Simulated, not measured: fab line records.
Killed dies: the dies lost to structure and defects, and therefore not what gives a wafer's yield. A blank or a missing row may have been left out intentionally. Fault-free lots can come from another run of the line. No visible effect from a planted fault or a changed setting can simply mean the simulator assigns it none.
What tool caused it?	flow sky130	10 lots, 29 wafers sampled, at 5 steps of a route of 708

WHAT THE GAUGES READ, wafer by wafer
SKY_LI_CONTACT_BOW_MEAS_03. Usual: for LI_CONTACT_BOW the level is 56 um and the standard deviation is 7.
lot	measured	on	LI_CONTACT_BOW (um)	flag
L900	day 27 22:43	film_metro-04	51 55 44	
L901	day 28 02:21	film_metro-03	56 55 60	
L902	day 28 19:55	film_metro-04	57 73 49	
L905	day 29 12:56	film_metro-03	67 53 53	
L906	day 30 04:36	film_metro-02	62 63 45	
L912	day 32 04:53	film_metro-02	56 62	
L918	day 34 05:58	film_metro-03	53 48 50	
L919	day 34 10:35	film_metro-03	48 55 56	
L920	day 34 17:43	film_metro-02	50 61 47	
L921	day 35 00:59	film_metro-04	54 59 59	

SKY_METAL1_RS_MEAS_05: the measuring method here is four-point-probe. Usual: for METAL1_ALCU_RS the level is 0.1274 ohm/sq and the standard deviation is 0.0013.
lot	measured	on	METAL1_ALCU_RS (ohm/sq)	flag
L900	day 31 17:13	film_metro-02	0.1283 0.1275 0.1285	
L901	day 31 19:09	film_metro-03	0.1274 0.1273 0.1269	
L902	day 32 12:35	film_metro-03	0.1273 0.1278 0.1290	
L905	day 33 05:01	film_metro-01	0.1267 0.1276 0.1268	
L906	day 33 19:31	film_metro-03	0.1297 0.1296 0.1299	
L912	day 35 17:17	film_metro-02	0.1298 0.1292 0.1298 0.1291	
L918	day 37 16:31	film_metro-01	0.1283 0.1281 0.1284	
L919	day 37 20:39	film_metro-02	0.1263 0.1253 0.1259	
L920	day 38 04:09	film_metro-01	0.1264 0.1263 0.1259	
L921	day 38 12:07	film_metro-02	0.1256 0.1268 0.1267	

SKY_METAL1_THK_MEAS_06: measures by xrf. Usual: for METAL1_ALCU_THK the level is 246.6 nm and the standard deviation is 2.9.
lot	measured	on	METAL1_ALCU_THK (nm)	flag
L900	day 31 17:20	film_metro-02	244.8 246.1 243.8	
L901	day 31 19:15	film_metro-03	249.0 246.0 246.4	
L902	day 32 12:41	film_metro-03	246.0 245.4 243.6	
L905	day 33 05:08	film_metro-01	248.2 247.5 247.0	
L906	day 33 19:38	film_metro-03	244.0 242.8 242.4	
L912	day 35 22:24	film_metro-02	243.5 224.7 242.7 225.9	OFF
L918	day 37 16:38	film_metro-01	243.2 245.7 244.2	
L919	day 37 20:46	film_metro-02	247.2 249.0 249.2	
L920	day 38 04:16	film_metro-01	246.9 250.1 248.7	
L921	day 38 12:13	film_metro-02	249.1 248.9 247.2	

WHICH TOOL RAN EACH LOT (tool, then ch and the chambers of the sampled wafers, then the start)
lot	SKY_LI_CONTACT_ETCH_14	SKY_METAL1_SPUTTER_04
L900	rie_diel-04 ch 0,1,2, day 29 03:38	pvd_sputter-03, day 31 17:10
L901	rie_diel-01 ch 1,2,3, day 29 07:17	pvd_sputter-03, day 31 19:04
L902	rie_diel-02 ch 2,3, day 30 00:04	pvd_sputter-04, day 32 12:30
L905	rie_diel-02 ch 1,2, day 30 17:29	pvd_sputter-04, day 33 04:57
L906	rie_diel-04 ch 0,2,3, day 31 08:41	pvd_sputter-04, day 33 19:28
L912	rie_diel-01 ch 1,3, day 33 07:41	pvd_sputter-04, day 35 17:12
L918	rie_diel-04 ch 0,1,2, day 35 08:13	pvd_sputter-03, day 37 16:28
L919	rie_diel-01 ch 1,2, day 35 12:43	pvd_sputter-03, day 37 20:35
L920	rie_diel-04 ch 0,1,3, day 35 19:49	pvd_sputter-01, day 38 04:06
L921	rie_diel-04 ch 1,2,3, day 36 03:20	pvd_sputter-03, day 38 12:01
- SKY_LI_CONTACT_ETCH_14: etches BARC in N2/H2, stops on SiO2, time 45.9 s, target depth 60 nm.
- SKY_METAL1_SPUTTER_04: material TiN, target thk 70 nm, time 58.3 s.

WHAT THE TOOLS THEMSELVES READ (means of the sampled wafers that have a number; where no wafer has one, the mark that the record gives instead)
SKY_LI_CONTACT_ETCH_14. Usual: chamber_pressure_mTorr 30.001 mTorr, standard deviation 0.027; drypump_motor_current_A 5.8 A, standard deviation 0.48; oes_product_au 0.855 a.u., standard deviation 0.0048; throttle_valve_pct 13.225 %, standard deviation 0.0087.
lot	tool	chamber_pressure_mTorr (mTorr)	drypump_motor_current_A (A)	oes_product_au (a.u.)	throttle_valve_pct (%)	flag
L900	rie_diel-04	30.027	6.1	0.856	13.224	
L901	rie_diel-01	29.992	5.7	0.858	13.222	
L902	rie_diel-02	30.007	6.0	0.856	13.230	
L905	rie_diel-02	29.978	5.6	0.856	13.228	
L906	rie_diel-04	29.997	6.0	0.854	13.233	
L912	rie_diel-01	30.004	6.1	0.861	13.227	
L918	rie_diel-04	29.988	6.1	0.856	13.218	
L919	rie_diel-01	30.011	5.9	0.851	13.216	
L920	rie_diel-04	29.997	6.2	0.852	13.223	
L921	rie_diel-04	30.002	5.9	0.852	13.227	

SKY_METAL1_SPUTTER_04. Usual: throttle_valve_pct reads 29.9 % (standard deviation 0.96).
lot	tool	throttle_valve_pct (%)	flag
L900	pvd_sputter-03	29.6	
L901	pvd_sputter-03	29.8	
L902	pvd_sputter-04	29.4	
L905	pvd_sputter-04	30.2	
L906	pvd_sputter-04	30.1	
L912	pvd_sputter-04	30.8	
L918	pvd_sputter-03	29.9	
L919	pvd_sputter-03	29.8	
L920	pvd_sputter-01	29.3	
L921	pvd_sputter-03	29.6	

THE ANSWER, worked out from the rows above alone
Rule: take the mean of a lot's wafers that have a number; if it is more than 3 standard deviations from the usual mean, the lot is off. Also off: a lot with no number at a reading for which 4 or more lots have one. Where the step has rows for the other lots, those lots are counted as sound. First the gauges in route order, then the tools' own readings, where a lot's mean is used as printed above. The first step at which some lot is off is used, and at that step the reading that is off furthest; a lot without a number counts as furthest.
Off: at SKY_METAL1_THK_MEAS_06 (METAL1_ALCU_THK), L912.
A tool fits if, at a process step before that reading, it ran every lot that is off, and no sound lot after the first of them. The gauges at SKY_METAL1_THK_MEAS_06 are tried like those tools. One candidate fits, namely pvd_sputter-04 at SKY_METAL1_SPUTTER_04. A fault onset in the window from L906 (day 33 19:28, its last sound lot) to L912 (day 35 17:12, its first lot off) fits.

WHAT WAS PUT IN BY THE SIMULATOR
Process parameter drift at SKY_METAL1_SPUTTER_04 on pvd_sputter-04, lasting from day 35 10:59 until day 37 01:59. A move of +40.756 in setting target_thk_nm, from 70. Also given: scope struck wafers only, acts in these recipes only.
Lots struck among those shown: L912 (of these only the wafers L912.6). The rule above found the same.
